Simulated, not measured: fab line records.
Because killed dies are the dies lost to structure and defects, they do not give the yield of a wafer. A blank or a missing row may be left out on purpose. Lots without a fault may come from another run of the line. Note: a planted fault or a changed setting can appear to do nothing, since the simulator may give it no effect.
A lot that was struck, set against a sound lot + flow sky130 + 43 steps out of a route of 708
Sound: wafers L917.1, L917.2, L917.6. Struck: wafers L932.1, L932.5, L932.6. At the end, the cause is stated.
Order at every step that has rows: each side's tool, ch and its chambers, its first start. Under that, the readings that differ: sound wafers + struck wafers + difference of the means + sigmas: that difference in standard deviations of wafers without a fault.
alike: words and numbers the same on both sides, and readings whose means are apart by under 2 such deviations; not compared: readings that were withheld, readings missing a value for some wafer, numbers with overlapping values and no deviation given by the record, and bounds like >300 which may hide the same value.
The two part at a step that has a row with sigmas, a row that says differs or no value, or rows on one side only. When numbers do not overlap yet have no deviation, they are printed without sigmas and do not part them. A reading missing from all wafers of one side parts the sides only when that side holds two or more wafers.

first, 2 steps without rows for these wafers: SKY_VIA2_CLEAN_18 (cleans in IPA, time 180 s); SKY_VIA2_CLEAN_19 (cleans in O3/DIW).
SKY_VIA2_SPUTTER_20: material TiN, target thk 20 nm, time 80 s.
  sound on pvdSputter-02, day 36 19:57; struck on pvdSputter-02, day 42 01:49
  alike: cathodeDcPowerW, throttleValvePct
SKY_VIA2_CVD_21: deposits W, target thk 420 nm, time 126.4 s.
  sound on cvdW-02 ch 0,1, day 36 20:01; struck on cvdW-02 ch 0,1, day 42 01:52
  alike: heaterPowerW
SKY_VIA2_RS_MEAS_22: the measuring method here is four-point-probe.
  sound on filmMetro-01, day 36 20:14; struck on filmMetro-01, day 42 02:00
  alike: VIA2_W_RS
SKY_VIA2_THK_MEAS_23: measures by xrf.
  sound on filmMetro-01, day 36 20:21; struck on filmMetro-01, day 42 02:07
  alike: VIA2_W_THK
then, 1 step without rows for these wafers: SKY_VIA2_CMP_24 (polishes, stops on SiO2, t overpolish 20 s, target thk 0 nm).
SKY_METAL3_SPUTTER_00: material Ti, target thk 15 nm, time 10 s.
  sound on pvdSputter-04, day 36 20:43; struck on pvdSputter-01, day 42 02:29
  alike: cathodeDcPowerW, throttleValvePct
SKY_METAL3_SPUTTER_01: material TiN, target thk 20 nm, time 16.7 s.
  sound on pvdSputter-04, day 36 20:44; struck on pvdSputter-01, day 42 02:30
  alike: cathodeDcPowerW, throttleValvePct
SKY_METAL3_SPUTTER_02: material AlCu, target thk 735 nm, time 39.1 s.
  sound on pvdSputter-04, day 36 20:46; struck on pvdSputter-01, day 42 02:32
  alike: cathodeDcPowerW, throttleValvePct
then, 2 steps without rows for these wafers: SKY_METAL3_SPUTTER_03 (material Ti, target thk 5 nm, time 3.3 s); SKY_METAL3_SPUTTER_04 (material TiN, target thk 70 nm, time 58.3 s).
SKY_CAPM_CVD_00: deposits SiO2, target thk 15.5 nm.
  sound on pecvd-04 ch 0,1, day 36 20:52; struck on pecvd-04 ch 1,2, day 42 02:38
| reading                              | sound            | struck         | difference | sigmas |
|--------------------------------------|------------------|----------------|------------|--------|
| model.SiO2_of_CAPM_CVD_00.thkNm (nm) | 15.61 15.12 15.8 | 17.1 17.1 17.2 | +1.6       |        |
  alike: heaterPowerW
SKY_CAPM_THK_MEAS_01:
  sound on filmMetro-02, day 36 20:53; struck on filmMetro-04, day 42 02:53
| reading              | sound             | struck            | difference | sigmas |
|----------------------|-------------------|-------------------|------------|--------|
| CAPM_CVD_00_THK (nm) | 15.60 15.12 15.82 | 17.08 17.11 17.23 | +1.63      | +7     |
  not compared: hold
SKY_CAPM_RS_MEAS_03: the measuring method here is four-point-probe.
  sound on filmMetro-01, day 36 21:03; struck on filmMetro-02, day 42 05:38
  alike: CAPM_TIN_RS
SKY_CAPM_THK_MEAS_04: measures by xrf.
  sound on filmMetro-01, day 36 21:10; struck on filmMetro-02, day 42 05:45
| reading           | sound             | struck            | difference | sigmas |
|-------------------|-------------------|-------------------|------------|--------|
| CAPM_TIN_THK (nm) | 197.7 197.9 196.8 | 206.6 200.7 206.9 | +7.3       | +3     |
then, 7 steps without rows for these wafers: SKY_CAPM_DEHYDRATE_05 (time 60 s); SKY_CAPM_HMDS_06 (prime time 60 s); SKY_CAPM_COAT_07 (resist thk 1140 nm); SKY_CAPM_SOFTBAKE_08 (time 60 s); SKY_CAPM_EXPOSE_09 (exposes mask CAPM, target cd 1000 nm); SKY_CAPM_PEB_10; SKY_CAPM_DEVELOP_11 (develop time 60 s).
SKY_CAPM_OVL_MEAS_12:
  sound on overlay-01, day 37 22:41; struck on overlay-02, day 43 02:13
  alike: CAPM_OVL
then, 13 steps without rows for these wafers: SKY_CAPM_METAL_ETCH_13 (etches TiN in Cl2/BCl3, stops on SiO2, target depth 220 nm, time 62.9 s); SKY_CAPM_STRIP_14 (strips in O2/N2); SKY_CAPM_STRIP_15 (strips in post etch residue remover, time 1200 s); SKY_CAPM_CLEAN_16 (cleans in IPA, time 180 s); SKY_CAPM_CLEAN_17 (cleans in O3/DIW); SKY_METAL3_DEHYDRATE_05 (time 60 s); SKY_METAL3_HMDS_06 (prime time 60 s); SKY_METAL3_COAT_07 (resist thk 60 nm); SKY_METAL3_COAT_08 (resist thk 1140 nm); SKY_METAL3_SOFTBAKE_09 (time 90 s); SKY_METAL3_EXPOSE_10 (exposes mask MM3, target cd 300 nm); SKY_METAL3_PEB_11; SKY_METAL3_DEVELOP_12 (develop time 60 s).
SKY_METAL3_CD_MEAS_13 targets a cd of 300 nm.
  sound on cdSem-01, day 38 23:45; struck on cdSem-02, day 44 01:43
  alike: cdNm
SKY_METAL3_OVL_MEAS_14:
  sound on overlay-01, day 38 23:52; struck on overlay-01, day 44 01:50
  alike: METAL3_OVL
then, 2 steps without rows for these wafers: SKY_METAL3_DESCUM_15 (chemistry O2, time 8 s); SKY_METAL3_ETCH_16 (etches BARC in N2/H2, stops on SiO2, time 88.2 s, target depth 60 nm).
SKY_METAL3_ETCH_17: etches SiO2 in C4F8/O2/Ar, stops on TiN, time 3.9 s, target depth 15 nm.
  sound on rieDiel-02 ch 0,1,2, day 39 00:02; struck on rieDiel-02 ch 0,3, day 44 01:59
| reading                 | sound             | struck            | difference | sigmas |
|-------------------------|-------------------|-------------------|------------|--------|
| oesProductAu (a.u.)     | 0.748 0.744 0.760 | 0.788 0.789 0.803 | +0.043     | +6     |
| model.etch.depthNm (nm) | 15.61 15.12 15.8  | 17.1 17.1 17.2    | +1.6       |        |
  not compared: rfHoursCounterH
-- the record jumps here: 6 days lie between the struck wafers' starts before and after (it left off in module METAL3 and takes up again in module PAD_OPEN, whose first step shown is number 708 of the route) --
SKY_PAD_OPEN_PROBE_99:
  sound on prober-02, day 46 03:55; struck on prober-02, day 50 04:22
| reading                          | sound                | struck               | difference | sigmas |
|----------------------------------|----------------------|----------------------|------------|--------|
| model.etest.capMim.leakLog10ACm2 | -8.859 -8.768 -8.888 | -9.424 -9.134 -9.282 | -0.442     |        |
| model.etest.capMim.cFfUm2        | 2.326 2.393 2.295    | 2.124 2.128 2.107    | -0.218     |        |
  alike: defectLimitedYield, killed_at_M0_to_M3, killed_at_M4_up, killedAtContacts, killedAtFrontEnd, killedAtOther, killedDies, killedOpen, killedShort, sort_bin_3_pad_short, sort_bin_5_function, sort_bin_6_memory, sortNPass, sortYieldPct
  not compared: model.etest.capMim.bvV

WHERE THEY PART
Last at SKY_METAL3_ETCH_17 as far as this record goes, first at SKY_CAPM_THK_MEAS_01. Later steps at which nothing parts them and some readings are alike: SKY_PAD_OPEN_PROBE_99.

WHY: what had been put in by the simulator
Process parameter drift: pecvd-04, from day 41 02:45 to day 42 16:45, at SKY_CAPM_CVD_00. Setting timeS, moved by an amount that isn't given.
